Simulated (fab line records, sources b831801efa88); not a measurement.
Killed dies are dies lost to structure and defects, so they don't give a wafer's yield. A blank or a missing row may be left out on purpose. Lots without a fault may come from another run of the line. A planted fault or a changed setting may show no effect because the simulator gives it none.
Tool commonality check | flow sky130 | 11 lots, 33 wafers sampled

WHY IT WAS OPENED
At SKY_SPACER_THK_MEAS_01 the reading SPACER_CVD_00_THK is flagged on 2 of 11 lots. Wafers without a fault read 43.0 nm, standard deviation 0.36.
Rule: a lot is flagged when every wafer of it that has a number lies more than 4 standard deviations from that mean, or none has a number. The other lots count as sound.

lot  | measured     | on            | SPACER_CVD_00_THK (nm), wafer by wafer | flag
L498 | day 22 23:38 | film_metro-02 | 43.2 43.0 43.2                         |
L499 | day 23 17:38 | film_metro-02 | 43.2 43.1 43.2                         |
L500 | day 23 21:58 | film_metro-04 | 42.8 43.1 42.7                         |
L501 | day 24 05:36 | film_metro-02 | 42.8 42.7 42.7                         |
L502 | day 24 12:04 | film_metro-03 | 42.5 42.4 42.6                         |
L503 | day 24 22:31 | film_metro-04 | 43.2 42.9 43.4                         |
L504 | day 25 09:04 | film_metro-04 | 43.3 43.5 43.3                         |
L505 | day 25 13:31 | film_metro-03 | 43.1 43.4 43.2                         |
L511 | day 28 00:49 | film_metro-03 | 42.9 43.0 43.2                         |
L513 | day 28 19:05 | film_metro-02 | 27.1 27.4 26.9                         | FLAGGED
L514 | day 28 23:14 | film_metro-02 | 27.1 27.3 26.9                         | FLAGGED
The numbers of the flagged lots are 27.1 nm on average: -15.9 nm against the usual, or -44 standard deviations.

WHICH TOOL RAN EACH LOT
The record holds 1 process step before the reading, out of a route of 708 steps. In each cell: the tool, then ch and the chambers that the sampled wafers went through, then the start.
lot  | flag    | SKY_SPACER_CVD_00
L498 |         | lpcvd-02 ch 0, day 22 22:26
L499 |         | lpcvd-02 ch 0, day 23 16:24
L500 |         | lpcvd-02 ch 1, day 23 20:45
L501 |         | lpcvd-02 ch 0, day 24 04:23
L502 |         | lpcvd-02 ch 1, day 24 10:51
L503 |         | lpcvd-02 ch 1, day 24 21:18
L504 |         | lpcvd-02 ch 0, day 25 07:16
L505 |         | lpcvd-02 ch 0, day 25 12:18
L511 |         | lpcvd-02 ch 0, day 27 23:37
L513 | FLAGGED | lpcvd-02 ch 1, day 28 17:53
L514 | FLAGGED | lpcvd-02 ch 0, day 28 22:02
What these steps do:
- SKY_SPACER_CVD_00: deposits Si3N4 from DCS/NH3, target thk 43.1 nm, time 740 s.
- SKY_SPACER_THK_MEAS_01

FLAGGED OVER TOTAL, TOOL BY TOOL (the gauges that took the reading come last)
step                   | tool          | lots run | flagged | share of the flagged lots | sound lots run after its first flagged lot
SKY_SPACER_CVD_00      | lpcvd-02      | 11       | 2       | all                       | 0
SKY_SPACER_THK_MEAS_01 | film_metro-02 | 5        | 2       | all                       | 0
SKY_SPACER_THK_MEAS_01 | film_metro-03 | 3        | 0       | none                      | -
SKY_SPACER_THK_MEAS_01 | film_metro-04 | 3        | 0       | none                      | -

WHAT THE TABLE ALLOWS
2 rows of the table ran every flagged lot: lpcvd-02 at SKY_SPACER_CVD_00, film_metro-02 at SKY_SPACER_THK_MEAS_01.
- lpcvd-02 at SKY_SPACER_CVD_00: 2 of its 11 lots flagged. Its last sound lot is L511 (day 27 23:37), its first flagged lot L513 (day 28 17:53): a fault that began between those two fits.
- film_metro-02 at SKY_SPACER_THK_MEAS_01: 2 of its 5 lots flagged. Its last sound lot is L501 (day 24 05:36), its first flagged lot L513 (day 28 19:05): a fault that began between those two fits.
Counting lots can't tell these 2 tools apart, because each fits a fault that began at some hour. More lots, or a look at what each step does to the wafer, might.

WHAT THE SIMULATOR HAD PUT IN
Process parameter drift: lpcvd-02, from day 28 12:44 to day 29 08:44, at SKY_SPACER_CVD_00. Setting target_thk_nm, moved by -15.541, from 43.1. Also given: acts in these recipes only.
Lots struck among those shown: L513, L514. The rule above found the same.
